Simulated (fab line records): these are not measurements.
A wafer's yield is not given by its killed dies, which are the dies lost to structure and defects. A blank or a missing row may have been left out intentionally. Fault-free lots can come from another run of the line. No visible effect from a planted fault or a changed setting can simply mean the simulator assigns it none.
Comparing a struck lot with a sound one	flow sky130	18 steps out of a route of 708
Sound: these wafers, L992.1, L992.2, L992.3. Wafers struck: L995.2, L995.3, L995.6. At the end, the cause is stated.
At each step with rows: each side's tool, then ch and its chambers, then its first start. Under that, the readings that differ: sound wafers	struck wafers	difference of the means	sigmas: that difference in standard deviations of wafers without a fault.
alike: same words and numbers on both sides, and readings whose means sit less than 2 such deviations apart. not compared: any withheld reading, any reading some wafer has no value for, any bound like >300 that may hide the same value, and any number with overlapping values for which the record gives no deviation.
A row with sigmas, a row that says differs or no value, or rows on one side alone: a step with any of these is where the two part. When numbers do not overlap yet have no deviation, they are printed without sigmas and do not part them. Lack of a reading on every wafer of one side parts them only where that side has two or more wafers.

first, 1 step without rows for these wafers: SKY_VT_ADJUST_HVTR_DEVELOP_06 (develop time 60 s).
SKY_VT_ADJUST_HVTR_CD_MEAS_07: target cd 380 nm.
  sound: cdSem-02 at day 10 07:29; struck: cdSem-01 at day 11 06:00
  alike: cdNm
SKY_VT_ADJUST_HVTR_OVL_MEAS_08:
  sound: overlay-02 at day 10 07:36; struck: overlay-01 at day 11 06:07
  alike: VT_ADJUST_HVTR_OVL
after that, 1 step had no rows for these wafers: SKY_VT_ADJUST_HVTR_IMPLANT_09.
SKY_VT_ADJUST_HVTR_STRIP_10: strips in O2/N2.
  sound on plasmaAsher-02 ch 0,1, day 10 07:47; struck on plasmaAsher-02 ch 0,1, day 11 06:17
reading	sound	struck	difference	sigmas
n2FlowSccm (sccm)	300.8 300.5 301.1	298.2 298.8 299.1	-2.1	-3
  alike: drypumpMotorCurrentA, oesProductAu, stripTimeToEndpointS
  not compared: rfHoursCounterH
SKY_VT_ADJUST_HVTR_TW_MEAS_11:
  sound: filmMetro-04 at day 10 07:53; struck: filmMetro-03 at day 11 06:24
reading	sound	struck	difference	sigmas
VT_ADJUST_HVTR_TW	212.5 211.8 211.4	217.7 216.8 217.0	+5.3	+3
then, 6 steps without rows for these wafers: SKY_VT_ADJUST_PCH_DEHYDRATE_00 (time 60 s); SKY_VT_ADJUST_PCH_HMDS_01 (prime time 60 s); SKY_VT_ADJUST_PCH_COAT_02 (resist thk 3000 nm); SKY_VT_ADJUST_PCH_SOFTBAKE_03; SKY_VT_ADJUST_PCH_EXPOSE_04 (exposes mask NWM, target cd 840 nm); SKY_VT_ADJUST_PCH_PEB_05.
SKY_VT_ADJUST_PCH_DEVELOP_06: develop time 60 s.
  sound on lithoTrack-04 ch 0, day 11 07:00; struck on lithoTrack-03 ch 0, day 12 06:00
SKY_VT_ADJUST_PCH_OVL_MEAS_07:
  sound: overlay-01 at day 11 07:40; struck: overlay-02 at day 12 06:35
reading	sound	struck	difference	sigmas
VT_ADJUST_PCH_OVL (nm)	1.2 0.1 0.8	- - -	no value on the struck wafers	
after that, 1 step had no rows for these wafers: SKY_VT_ADJUST_PCH_IMPLANT_08.
SKY_VT_ADJUST_PCH_STRIP_09: strips in O2/N2.
  sound on plasmaAsher-02 ch 0,1, day 11 07:51; struck on plasmaAsher-04 ch 0,1, day 12 06:46
reading	sound	struck	difference	sigmas
drypumpMotorCurrentA (A)	6.1 6.3 6.0	5.1 5.6 5.1	-0.9	-2
  alike: n2FlowSccm, oesProductAu, stripTimeToEndpointS
  not compared: rfHoursCounterH
SKY_VT_ADJUST_PCH_TW_MEAS_10:
  sound: filmMetro-02 at day 11 07:57; struck: filmMetro-04 at day 12 06:53
reading	sound	struck	difference	sigmas
VT_ADJUST_PCH_TW	142.7 141.8 141.7	29.7 29.9 30.0	-112.2	-99 or more
then, 1 step without rows for these wafers: SKY_SONOS_TUNNEL_DEHYDRATE_00 (time 60 s).

== WHERE THEY PART ==
Earliest at SKY_VT_ADJUST_HVTR_STRIP_10; latest, in this record, at SKY_VT_ADJUST_PCH_TW_MEAS_10.

WHY: the cause the simulator had injected
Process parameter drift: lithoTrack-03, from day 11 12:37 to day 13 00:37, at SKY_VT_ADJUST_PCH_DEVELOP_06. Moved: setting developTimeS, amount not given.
